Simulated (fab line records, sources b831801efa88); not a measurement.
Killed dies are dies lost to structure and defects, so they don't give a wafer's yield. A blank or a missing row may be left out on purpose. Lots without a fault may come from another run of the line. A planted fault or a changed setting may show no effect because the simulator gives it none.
Which tool did it? | flow sky130 | 13 lots, 39 wafers sampled, at 4 steps of a route of 708

WHAT THE GAUGES READ, wafer by wafer
SKY_METAL2_RS_MEAS_05: measures by four-point-probe. Usual: METAL2_ALCU_RS 0.1268 ohm/sq, standard deviation 0.0013.
lot  | measured     | on            | METAL2_ALCU_RS (ohm/sq) | flag
L688 | day 34 16:55 | film_metro-03 | 0.1258 0.1238 0.1265    |
L689 | day 35 03:41 | film_metro-04 | 0.1246 0.1273 0.1267    |
L690 | day 35 08:56 | film_metro-04 | 0.1283 0.1283 0.1270    |
L691 | day 35 11:10 | film_metro-03 | 0.1285 0.1273 0.1283    |
L692 | day 35 21:39 | film_metro-01 | 0.1263 0.1273 0.1252    |
L694 | day 36 13:01 | film_metro-04 | 0.1308 0.1282 0.1295    |
L695 | day 36 19:18 | film_metro-04 | 0.1257 0.1278 0.1277    |
L700 | day 38 06:54 | film_metro-04 | 0.1265 0.1252 0.1263    |
L699 | day 38 07:29 | film_metro-04 | 0.1259 0.1285 0.1266    |
L701 | day 38 13:53 | film_metro-03 | 0.1254 0.1265 0.1258    |
L702 | day 38 15:53 | film_metro-04 | 0.1252 0.1259 0.1246    |
L706 | day 39 13:34 | film_metro-01 | 0.1266 0.1279 0.1264    |
L710 | day 40 14:32 | film_metro-01 | 0.1273 0.1252 0.1251    |

SKY_VIA2_BOW_MEAS_03. Usual: VIA2_BOW 84 um, standard deviation 7.1.
lot  | measured     | on            | VIA2_BOW (um) | flag
L688 | day 35 20:48 | film_metro-02 | 80 82 78      |
L689 | day 36 07:46 | film_metro-04 | 76 73 77      |
L690 | day 36 12:24 | film_metro-04 | 83 86 82      |
L691 | day 36 15:13 | film_metro-01 | 78 79 87      |
L692 | day 37 00:55 | film_metro-01 | 89 83 92      |
L694 | day 37 16:53 | film_metro-02 | 86 86 100     |
L695 | day 37 23:13 | film_metro-04 | 86 82 82      |
L700 | day 39 09:12 | film_metro-04 | 92 81 74      |
L699 | day 39 09:38 | film_metro-02 | 82 71 75      |
L701 | day 39 15:38 | film_metro-01 | 94 89 89      |
L702 | day 39 18:04 | film_metro-02 | 81 93 83      |
L706 | day 40 16:04 | film_metro-01 | 86 81 79      |
L710 | day 41 15:58 | film_metro-04 | 82 73 89      |

SKY_VIA2_CD_MEAS_12: target cd 200 nm. Usual: cd_nm 199.6 nm, standard deviation 1.2.
lot  | measured     | on        | cd_nm (nm)        | flag
L688 | day 36 22:56 | cd_sem-02 | 199.3 199.9 197.7 |
L689 | day 37 10:44 | cd_sem-02 | 198.3 198.3 199.3 |
L690 | day 37 14:18 | cd_sem-01 | 200.5 199.6 199.4 |
L691 | day 37 17:09 | cd_sem-01 | 197.5 198.2 196.5 |
L692 | day 38 01:52 | cd_sem-02 | 202.7 202.3 201.6 |
L694 | day 38 18:03 | cd_sem-01 | 198.6 198.9 199.4 |
L695 | day 39 00:08 | cd_sem-01 | 200.6 200.4 199.0 |
L700 | day 40 09:22 | cd_sem-02 | 200.0 201.3 199.2 |
L699 | day 40 10:07 | cd_sem-01 | 199.0 200.6 200.0 |
L701 | day 40 15:58 | cd_sem-01 | 200.2 199.1 200.6 |
L702 | day 40 18:40 | cd_sem-01 | 199.6 198.7 200.3 |
L706 | day 41 15:46 | cd_sem-02 | 198.8 200.5 199.3 |
L710 | day 42 15:33 | cd_sem-01 | 199.5 201.3 200.9 |

WHICH TOOL RAN EACH LOT (tool, then ch and the chambers of the sampled wafers, then the start)
lot  | SKY_CONTACT_STRIP_19
L688 | plasma_asher-04 ch 0,1, day 32 07:02
L689 | plasma_asher-01 ch 0,1, day 32 17:50
L690 | plasma_asher-03 ch 0,1, day 32 22:13
L691 | plasma_asher-03 ch 0,1, day 33 01:25
L692 | plasma_asher-01 ch 0,1, day 33 12:04
L694 | plasma_asher-04 ch 0,1, day 34 03:14
L695 | plasma_asher-01 ch 0,1, day 34 09:02
L700 | plasma_asher-01 ch 0,1, day 35 23:28
L699 | plasma_asher-04 ch 0,1, day 36 00:00
L701 | plasma_asher-04 ch 0,1, day 36 05:11
L702 | plasma_asher-04 ch 0,1, day 36 09:19
L706 | plasma_asher-03 ch 0,1, day 37 07:49
L710 | plasma_asher-03 ch 0,1, day 38 07:40
- SKY_CONTACT_STRIP_19: strips in O2/N2.

WHAT THE TOOLS THEMSELVES READ (means of the sampled wafers that have a number; where no wafer has one, the mark that the record gives instead)
SKY_CONTACT_STRIP_19. Usual: drypump_motor_current_A 5.8 A, standard deviation 0.34; oes_product_au 0.381 a.u., standard deviation 0.0052; strip_time_to_endpoint_s 3.618 s, standard deviation 0.03.
lot  | tool            | drypump_motor_current_A (A) | oes_product_au (a.u.) | strip_time_to_endpoint_s (s) | flag
L688 | plasma_asher-04 | 6.1                         | 0.381                 | 3.670                        |
L689 | plasma_asher-01 | 5.4                         | 0.380                 | 3.618                        |
L690 | plasma_asher-03 | 5.7                         | 0.381                 | 3.589                        |
L691 | plasma_asher-03 | 5.8                         | 0.381                 | 3.671                        |
L692 | plasma_asher-01 | 5.5                         | 0.381                 | 3.616                        |
L694 | plasma_asher-04 | 6.0                         | 0.381                 | 3.621                        |
L695 | plasma_asher-01 | 5.4                         | 0.372                 | 3.580                        |
L700 | plasma_asher-01 | 5.5                         | 0.382                 | 3.614                        |
L699 | plasma_asher-04 | 6.1                         | 0.383                 | 3.640                        |
L701 | plasma_asher-04 | 6.0                         | 0.382                 | 3.634                        |
L702 | plasma_asher-04 | 5.9                         | 0.383                 | 3.596                        |
L706 | plasma_asher-03 | 5.8                         | 0.381                 | 3.570                        |
L710 | plasma_asher-03 | 5.8                         | 0.379                 | 3.623                        |

THE ANSWER, worked out from the rows above alone
Rule: a lot is off if the mean of its wafers that have a number lies more than 3 standard deviations from the usual mean. A lot without any number at a reading at which 4 lots or more have one is off too. The other lots that the step has rows for count as sound. The gauges are gone through in route order, then the tools' own readings, and for those a lot's mean is taken as printed above. The first step at which some lot is off is used, and at that step the reading that is off furthest; a lot without a number counts as furthest.
No lot is off at any reading shown: from this, nothing can be told.

WHAT THE SIMULATOR HAD PUT IN
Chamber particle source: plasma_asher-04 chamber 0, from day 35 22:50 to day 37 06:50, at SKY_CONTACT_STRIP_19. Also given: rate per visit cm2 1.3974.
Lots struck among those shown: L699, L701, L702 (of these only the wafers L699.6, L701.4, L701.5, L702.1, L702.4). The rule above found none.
